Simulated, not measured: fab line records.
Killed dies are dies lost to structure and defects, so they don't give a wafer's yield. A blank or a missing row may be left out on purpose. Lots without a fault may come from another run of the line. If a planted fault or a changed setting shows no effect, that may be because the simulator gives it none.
Struck lot and sound lot, side by side + flow gf180mcu + 19 steps out of a route of 602
Sound: the wafers L738.3, L738.5, L738.6. Struck: wafers L734.2, L734.3, L734.5. Last of all comes the cause.
Each step with rows lists, per side, the tool, then ch with its chambers, then its first start. Under that, the readings that differ: sound wafers + struck wafers + difference of the means + sigmas: that difference in standard deviations of wafers without a fault.
alike: a reading whose means differ by less than 2 such deviations, as well as words and numbers matching on both sides. not compared: withheld readings; readings where some wafer has no value; bounds like >300 that might hide an equal value; numbers whose values overlap and for which the record gives no deviation.
A row with sigmas, a row that says differs or no value, or rows on one side alone: a step with any of these is where the two part. Numbers that have no deviation but don't overlap get no sigmas and don't part them. A reading missing from all wafers of one side parts the sides only when that side holds two or more wafers.

GF_M4_STRIP_17: strips in O2/N2.
  sound on plasma asher-02 ch 0,1, day 27 15:35; struck on plasma asher-02 ch 0,1, day 26 00:24
  alike: drypump motor current A, heater power w, oes product au, strip time to endpoint s
  not compared: rf hours counter h
then, 3 steps without rows for these wafers: GF_M4_STRIP_18 (strips in post etch residue remover, time 1200 s); GF_M4_CLEAN_19 (cleans in DIW); GF_V4_CVD_00 (deposits SiO2, target thk 600 nm, time 100 s).
GF_V4_THK_MEAS_01:
  struck on film metro-04, day 26 01:05; sound on film metro-03, day 27 16:31
  alike: V4_CVD_00_THK
GF_V4_CVD_02: deposits SiO2 from TEOS, target thk 850 nm, time 94.851 s.
  sound on pecvd-03 ch 0,1,2, day 27 16:34; struck on pecvd-01 ch 0,1,2, day 26 01:08
  alike: heater power w
GF_V4_THK_MEAS_03:
  struck on film metro-04, day 26 01:13; sound on film metro-01, day 27 16:39
  alike: V4_CVD_02_THK
GF_V4_CMP_04: polishes SiO2.
  sound on cmp-02 ch 0,2,3, day 27 16:47; struck on cmp-01 ch 2,3, day 26 01:16
  alike: motor current A, time to endpoint s
GF_V4_BOW_MEAS_05:
  struck on film metro-04, day 26 01:35; sound on film metro-04, day 27 17:02
| reading     | sound       | struck      | difference | sigmas |
|-------------|-------------|-------------|------------|--------|
| V4_BOW (um) | 105 111 113 | 142 134 138 | +28        | +3     |
then, 3 steps without rows for these wafers: GF_V4_DEHYDRATE_06 (time 60 s); GF_V4_HMDS_07 (prime time 60 s); GF_V4_COAT_08.
GF_V4_COAT_09: resist thk 1000 nm.
  sound on litho track-02 ch 0, day 28 03:00; struck on litho track-01 ch 0, day 26 11:00
| reading                             | sound          | struck            | difference | sigmas |
|-------------------------------------|----------------|-------------------|------------|--------|
| model.KrF_of_V4_COAT_09.thk nm (nm) | 1002 1002 1003 | 985.4 986.8 984.9 | -16.6      |        |
then, 3 steps without rows for these wafers: GF_V4_SOFTBAKE_10 (time 60 s); GF_V4_EXPOSE_11 (exposes mask Via4, target cd 260 nm); GF_V4_PEB_12 (peb time 90 s).
GF_V4_DEVELOP_13: develop time 60 s.
  sound on litho track-02 ch 0, day 28 12:25; struck on litho track-04 ch 0, day 26 20:58
| reading                             | sound             | struck          | difference | sigmas |
|-------------------------------------|-------------------|-----------------|------------|--------|
| model.KrF_of_V4_COAT_09.thk nm (nm) | 987.3 986.9 987.7 | 970.5 971.8 970 | -16.5      |        |
GF_V4_CD_MEAS_14: target cd 260 nm.
  struck on cd sem-01, day 26 21:06; sound on cd sem-01, day 28 12:33
  alike: cd nm
following that, these wafers have no rows for 1 step: GF_PASSIVATION_PROBE_99.

== WHERE THEY PART ==
GF_V4_BOW_MEAS_05 only, going by this record. Later steps at which nothing parts them and some readings are alike: GF_V4_CD_MEAS_14.

WHY: what had been put in by the simulator
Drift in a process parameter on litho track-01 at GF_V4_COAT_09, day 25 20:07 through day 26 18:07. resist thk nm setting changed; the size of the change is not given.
